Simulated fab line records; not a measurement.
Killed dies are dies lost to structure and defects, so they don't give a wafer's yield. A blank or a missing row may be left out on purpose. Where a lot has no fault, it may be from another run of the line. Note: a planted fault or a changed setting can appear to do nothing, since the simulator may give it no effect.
8D (eight disciplines) problem report, filled in by code + flow sfq line + the parts of the form that need people (team, actions taken, sign-off) are left out

1. PROBLEM STATEMENT
Mean M4_NB_RS at SFQ_M4_RS_MEAS_924: 0.806 ohm/sq over 2 wafers in 2 lots; fault-free wafers: 0.891 ohm/sq, standard deviation 0.0086. That is -9.9 standard deviations from the usual mean.
The step: measures by four-point-probe.
Earliest sighting: wafer L108.2 on film metro-02 at day 42 11:49. The record has a number at this step for 40 wafers belonging to 14 lots. Rule for "out" (also "out of limits"): further than 4 standard deviations from the usual mean. The rest of the wafers with a number are treated as sound.

2. WHAT THIS IS AND IS NOT
| question                    | is                | is not                                                                                                                          |
|-----------------------------|-------------------|---------------------------------------------------------------------------------------------------------------------------------|
| which readings at this step | M4_NB_RS          | -                                                                                                                               |
| which lots                  | L108, L110        | L102, L103, L113, L114, L116, L117, L118, L119, L120, L121, L122, L123                                                          |
| which wafers of those lots  | L108.2, L110.4    | L108.6, L110.6                                                                                                                  |
| read on which gauges        | film metro-02     | film metro-03, film metro-04                                                                                                    |
| when                        | from day 42 11:49 | up to then (7 sound wafers); but 31 sound wafers of L110, L113, L114, L116, L117, L118, L119, L120, L121, L122, L123 came after |

3. THE SUSPECTS, EACH WITH WHAT RULES IT OUT
Counting: any tool at a process step up to the reading remains a suspect provided it ran every lot that is out. Sound lots after the first of them don't rule it out here, since some wafers of a struck lot are sound.
- ruled out: the gauge at SFQ_M4_RS_MEAS_924. All the wafers that are out were read on film metro-02, but those of them that SFQ_TRILAYER_M4_ETCH_METAL_ETCH_096 has rows for are out there too, on other tools.
- pvd sputter-03 at SFQ_TRILAYER_M4_DEP_SPUTTER_091 (material Nb, target thk 200 nm, time 133.3 s): kept. Every lot that is out went through it, the first being L108 (day 42 11:42); the last sound lot it ran before that was L102 (day 36 12:01).
Remaining after the count: pvd sputter-03 at SFQ_TRILAYER_M4_DEP_SPUTTER_091.

4. THE CAUSE (what the simulator had put in)
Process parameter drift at SFQ_TRILAYER_M4_DEP_SPUTTER_091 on pvd sputter-03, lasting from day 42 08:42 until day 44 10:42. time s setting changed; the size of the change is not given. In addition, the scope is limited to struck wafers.
After counting, this tool was the only one left.

5. SEQUENCE OF EFFECTS, ordered by route
Rows list readings where the struck wafers' mean (over those with a number) sits beyond 3 standard deviations from the usual. Readings are gone through only where the record gives a usual standard deviation; hours: the median, over the lots, of the time from a lot's start at the first step in this table giving one to that lot's start at this step; sigmas: the change measured in usual standard deviations.
| hours | step                                | reading        | usual        | on struck wafers | change | sigmas |
|-------|-------------------------------------|----------------|--------------|------------------|--------|--------|
| 0     | SFQ_M4_RS_MEAS_924                  | M4_NB_RS       | 0.891 ohm/sq | 0.806            | -0.085 | -9.9   |
| 3     | SFQ_TRILAYER_M4_ETCH_METAL_ETCH_096 | oes product au | 0.894 a.u.   | 0.944            | +0.050 | +7.4   |
Here are the process steps it includes:
- SFQ_TRILAYER_M4_ETCH_METAL_ETCH_096: etches Nb in Cl2/Ar, stops on SiO2, target depth 240 nm, time 120 s.

6. WHAT WOULD HAVE CAUGHT IT SOONER
Counted from the fault's start at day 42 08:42, it took 3 hours until the first out-of-limits reading at a measuring or inspecting step in this record, taken at day 42 11:49.
Tool readings at SFQ_TRILAYER_M4_DEP_SPUTTER_091 with a usual standard deviation given in the record: none out on any struck wafer, hence no alarm at a limit of 4 standard deviations on them.
Lots out: 2; of these, L110 started SFQ_TRILAYER_M4_DEP_SPUTTER_091 on pvd sputter-03 after day 42 11:49. A hold on the tool at that time would have spared it.
